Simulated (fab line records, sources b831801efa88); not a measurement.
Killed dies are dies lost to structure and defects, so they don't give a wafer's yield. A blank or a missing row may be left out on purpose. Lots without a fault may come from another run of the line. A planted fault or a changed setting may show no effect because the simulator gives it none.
Which tool did it? | flow gf180mcu | 24 lots, 72 wafers sampled, at 5 steps of a route of 602

WHAT THE GAUGES READ, wafer by wafer
GF_CONTACT_THK_MEAS_03. Usual: CONTACT_CVD_02_THK 864 nm, standard deviation 11.
lot  | measured     | on            | CONTACT_CVD_02_THK (nm) | flag
L074 | day 15 02:59 | film_metro-01 | 852 867 870             |
L075 | day 15 09:07 | film_metro-03 | 863 873 865             |
L076 | day 15 23:40 | film_metro-04 | 869 876 869             |
L077 | day 16 04:38 | film_metro-03 | 859 847 873             |
L078 | day 16 14:20 | film_metro-01 | 849 843 873             |
L079 | day 17 00:43 | film_metro-01 | 845 852 859             |
L080 | day 17 02:35 | film_metro-01 | 880 873 869             |
L081 | day 17 21:27 | film_metro-03 | 870 881 886             |
L082 | day 18 00:10 | film_metro-04 | 861 882 884             |
L083 | day 18 06:45 | film_metro-04 | 847 854 868             |
L084 | day 18 22:47 | film_metro-04 | 857 880 860             |
L085 | day 19 07:07 | film_metro-01 | 848 862 860             |
L086 | day 19 13:41 | film_metro-03 | 867 879 881             |
L087 | day 19 17:14 | film_metro-01 | 869 861 874             |
L088 | day 20 06:48 | film_metro-01 | 880 872 856             |
L089 | day 20 15:21 | film_metro-04 | 851 854 856             |
L090 | day 21 01:45 | film_metro-04 | 854 856 849             |
L091 | day 21 06:57 | film_metro-03 | 878 880 879             |
L092 | day 21 15:08 | film_metro-03 | 861 855 864             |
L093 | day 21 22:30 | film_metro-04 | 865 858 881             |
L094 | day 22 10:06 | film_metro-01 | 845 861 861             |
L095 | day 22 14:11 | film_metro-03 | 856 882 867             |
L096 | day 22 21:40 | film_metro-03 | 855 870 861             |
L097 | day 23 14:48 | film_metro-03 | 847 847 860             |

GF_M2_THK_MEAS_06: measures by xrf. Usual: M2_ALCU_THK 456 nm, standard deviation 5.2.
lot  | measured     | on            | M2_ALCU_THK (nm) | flag
L074 | day 18 03:29 | film_metro-02 | 454 451 451      |
L075 | day 18 11:20 | film_metro-04 | 459 462 466      |
L076 | day 19 03:02 | film_metro-04 | 459 459 462      |
L077 | day 19 08:08 | film_metro-02 | 455 456 457      |
L078 | day 19 18:43 | film_metro-04 | 467 461 465      |
L079 | day 20 05:49 | film_metro-02 | 460 461 458      |
L080 | day 20 08:19 | film_metro-03 | 457 457 460      |
L081 | day 21 02:46 | film_metro-04 | 459 462 458      |
L082 | day 21 05:00 | film_metro-02 | 458 453 458      |
L083 | day 21 12:38 | film_metro-02 | 456 457 451      |
L084 | day 22 03:34 | film_metro-04 | 463 464 462      |
L085 | day 22 12:21 | film_metro-03 | 454 452 451      |
L086 | day 22 18:07 | film_metro-03 | 457 459 457      |
L087 | day 22 21:27 | film_metro-03 | 450 449 446      |
L088 | day 23 10:58 | film_metro-04 | 463 459 463      |
L089 | day 23 18:24 | film_metro-02 | 456 462 462      |
L090 | day 24 03:47 | film_metro-02 | 458 459 459      |
L091 | day 24 09:37 | film_metro-04 | 455 456 456      |
L092 | day 24 16:54 | film_metro-02 | 453 451 457      |
L093 | day 24 23:33 | film_metro-02 | 457 450 456      |
L094 | day 25 10:50 | film_metro-03 | 443 444 451      |
L095 | day 25 13:19 | film_metro-02 | 455 453 456      |
L096 | day 25 21:02 | film_metro-02 | 456 459 453      |
L097 | day 26 13:30 | film_metro-03 | 449 451 449      |

GF_M2_OVL_MEAS_15. Usual: M2_OVL 0 nm, standard deviation 4.8.
lot  | measured     | on         | M2_OVL (nm) | flag
L074 | day 19 03:08 | overlay-01 | 1 3 3       |
L075 | day 19 12:01 | overlay-01 | -4 4 7      |
L076 | day 20 03:55 | overlay-01 | 1 -3 3      |
L077 | day 20 08:49 | overlay-01 | -5 -1 -4    |
L078 | day 20 19:17 | overlay-02 | 2 1 -3      |
L079 | day 21 05:26 | overlay-01 | 1 -1 -10    |
L080 | day 21 07:55 | overlay-02 | 9 8 7       |
L081 | day 22 02:20 | overlay-02 | -2 2 -1     |
L082 | day 22 04:53 | overlay-01 | -9 -4 1     |
L083 | day 22 12:03 | overlay-01 | 5 6 4       |
L084 | day 23 02:22 | overlay-02 | -1 -1 -3    |
L085 | day 23 10:50 | overlay-02 | -4 4 2      |
L086 | day 23 16:50 | overlay-01 | -4 5 -9     |
L087 | day 23 20:04 | overlay-02 | -1 -13 -1   |
L088 | day 24 09:51 | overlay-01 | 3 -1 1      |
L089 | day 24 16:56 | overlay-02 | 6 7 -4      |
L090 | day 25 02:04 | overlay-01 | -13 -11 -8  |
L091 | day 25 07:01 | overlay-01 | -1 1 2      |
L092 | day 25 13:45 | overlay-01 | 1 -1 -4     |
L093 | day 25 20:47 | overlay-01 | 0 3 8       |
L094 | day 26 06:55 | overlay-01 | 2 8 3       |
L095 | day 26 10:46 | overlay-02 | -3 -8 -2    |
L096 | day 26 17:30 | overlay-02 | 4 9 2       |
L097 | day 27 09:21 | overlay-01 | -4 3 0      |

WHICH TOOL RAN EACH LOT (tool, then ch and the chambers of the sampled wafers, then the start)
lot  | GF_M1_SPUTTER_04             | GF_V1_CMP_04
L074 | pvd_sputter-01, day 16 02:44 | cmp-01 ch 1,2,3, day 17 01:47
L075 | pvd_sputter-01, day 16 09:29 | cmp-01 ch 0,1, day 17 09:29
L076 | pvd_sputter-03, day 16 23:58 | cmp-02 ch 0,1,3, day 18 00:50
L077 | pvd_sputter-01, day 17 05:20 | cmp-01 ch 1,2,3, day 18 05:42
L078 | pvd_sputter-03, day 17 15:02 | cmp-02 ch 0,1,3, day 18 16:06
L079 | pvd_sputter-03, day 18 01:50 | cmp-02 ch 1,2,3, day 19 03:07
L080 | pvd_sputter-03, day 18 03:56 | cmp-01 ch 0,1,2, day 19 05:04
L081 | pvd_sputter-03, day 18 22:58 | cmp-01 ch 0,2,3, day 20 00:33
L082 | pvd_sputter-02, day 19 01:37 | cmp-01 ch 0,3, day 20 02:53
L083 | pvd_sputter-02, day 19 08:52 | cmp-02 ch 1,2,3, day 20 10:39
L084 | pvd_sputter-02, day 20 00:35 | cmp-01 ch 1,2,3, day 21 01:34
L085 | pvd_sputter-02, day 20 09:50 | cmp-01 ch 0,1,3, day 21 11:20
L086 | pvd_sputter-01, day 20 15:49 | cmp-02 ch 1,2, day 21 16:37
L087 | pvd_sputter-03, day 20 18:59 | cmp-01 ch 0,2,3, day 21 20:30
L088 | pvd_sputter-02, day 21 09:07 | cmp-01 ch 1,2,3, day 22 09:52
L089 | pvd_sputter-02, day 21 16:49 | cmp-02 ch 0,3, day 22 17:42
L090 | pvd_sputter-01, day 22 03:22 | cmp-01 ch 0,2,3, day 23 03:11
L091 | pvd_sputter-01, day 22 08:55 | cmp-01 ch 1,2,3, day 23 08:59
L092 | pvd_sputter-02, day 22 15:46 | cmp-02 ch 0,1,2, day 23 16:11
L093 | pvd_sputter-02, day 23 00:13 | cmp-02 ch 0,2,3, day 24 00:04
L094 | pvd_sputter-02, day 23 11:14 | cmp-02 ch 0,1,3, day 24 11:08
L095 | pvd_sputter-03, day 23 14:37 | cmp-01 ch 1,2,3, day 24 13:47
L096 | pvd_sputter-01, day 23 22:09 | cmp-02 ch 0,3, day 24 21:16
L097 | pvd_sputter-01, day 24 14:58 | cmp-01 ch 0,3, day 25 14:11
- GF_M1_SPUTTER_04: material TiN, target thk 50 nm, time 41.7 s.
- GF_V1_CMP_04: polishes SiO2.

WHAT THE TOOLS THEMSELVES READ (means of the sampled wafers that have a number; where no wafer has one, the mark that the record gives instead)
GF_M1_SPUTTER_04. Usual: throttle_valve_pct 30.0 %, standard deviation 1.5.
lot  | tool           | throttle_valve_pct (%) | flag
L074 | pvd_sputter-01 | 29.9                   |
L075 | pvd_sputter-01 | 30.7                   |
L076 | pvd_sputter-03 | 30.6                   |
L077 | pvd_sputter-01 | 29.5                   |
L078 | pvd_sputter-03 | 28.8                   |
L079 | pvd_sputter-03 | 30.6                   |
L080 | pvd_sputter-03 | 30.7                   |
L081 | pvd_sputter-03 | 30.5                   |
L082 | pvd_sputter-02 | 29.9                   |
L083 | pvd_sputter-02 | 29.3                   |
L084 | pvd_sputter-02 | 29.2                   |
L085 | pvd_sputter-02 | 29.6                   |
L086 | pvd_sputter-01 | 30.6                   |
L087 | pvd_sputter-03 | 29.3                   |
L088 | pvd_sputter-02 | 29.9                   |
L089 | pvd_sputter-02 | 30.3                   |
L090 | pvd_sputter-01 | 30.7                   |
L091 | pvd_sputter-01 | 29.2                   |
L092 | pvd_sputter-02 | 30.5                   |
L093 | pvd_sputter-02 | 28.5                   |
L094 | pvd_sputter-02 | 30.0                   |
L095 | pvd_sputter-03 | 30.2                   |
L096 | pvd_sputter-01 | 29.6                   |
L097 | pvd_sputter-01 | 31.5                   |

GF_V1_CMP_04. Usual: motor_current_A 11.8 A, standard deviation 1.3; time_to_endpoint_s 83 s, standard deviation 5.2.
lot  | tool   | motor_current_A (A) | time_to_endpoint_s (s) | flag
L074 | cmp-01 | 13.0                | 90                     |
L075 | cmp-01 | 11.8                | 86                     |
L076 | cmp-02 | 10.2                | 86                     |
L077 | cmp-01 | 12.7                | 84                     |
L078 | cmp-02 | 10.1                | 77                     |
L079 | cmp-02 | 10.7                | 81                     |
L080 | cmp-01 | 12.1                | 82                     |
L081 | cmp-01 | 12.5                | 90                     |
L082 | cmp-01 | 11.8                | 85                     |
L083 | cmp-02 | 10.3                | 84                     |
L084 | cmp-01 | 12.9                | 88                     |
L085 | cmp-01 | 12.5                | 82                     |
L086 | cmp-02 | 10.5                | 77                     |
L087 | cmp-01 | 12.4                | 86                     |
L088 | cmp-01 | 12.9                | 85                     |
L089 | cmp-02 | 10.7                | 82                     |
L090 | cmp-01 | 12.6                | 81                     |
L091 | cmp-01 | 12.9                | 88                     |
L092 | cmp-02 | 11.0                | 74                     |
L093 | cmp-02 | 10.9                | 84                     |
L094 | cmp-02 | 9.9                 | 80                     |
L095 | cmp-01 | 13.0                | 79                     |
L096 | cmp-02 | 10.6                | 82                     |
L097 | cmp-01 | 12.6                | 83                     |

THE ANSWER, worked out from the rows above alone
Rule: a lot is off if the mean of its wafers that have a number lies more than 3 standard deviations from the usual mean. A lot without any number at a reading at which 4 lots or more have one is off too. The other lots that the step has rows for count as sound. The gauges are gone through in route order, then the tools' own readings, and for those a lot's mean is taken as printed above. The first step at which some lot is off is used, and at that step the reading that is off furthest; a lot without a number counts as furthest.
No lot is off at any reading shown: from this, nothing can be told.

WHAT THE SIMULATOR HAD PUT IN
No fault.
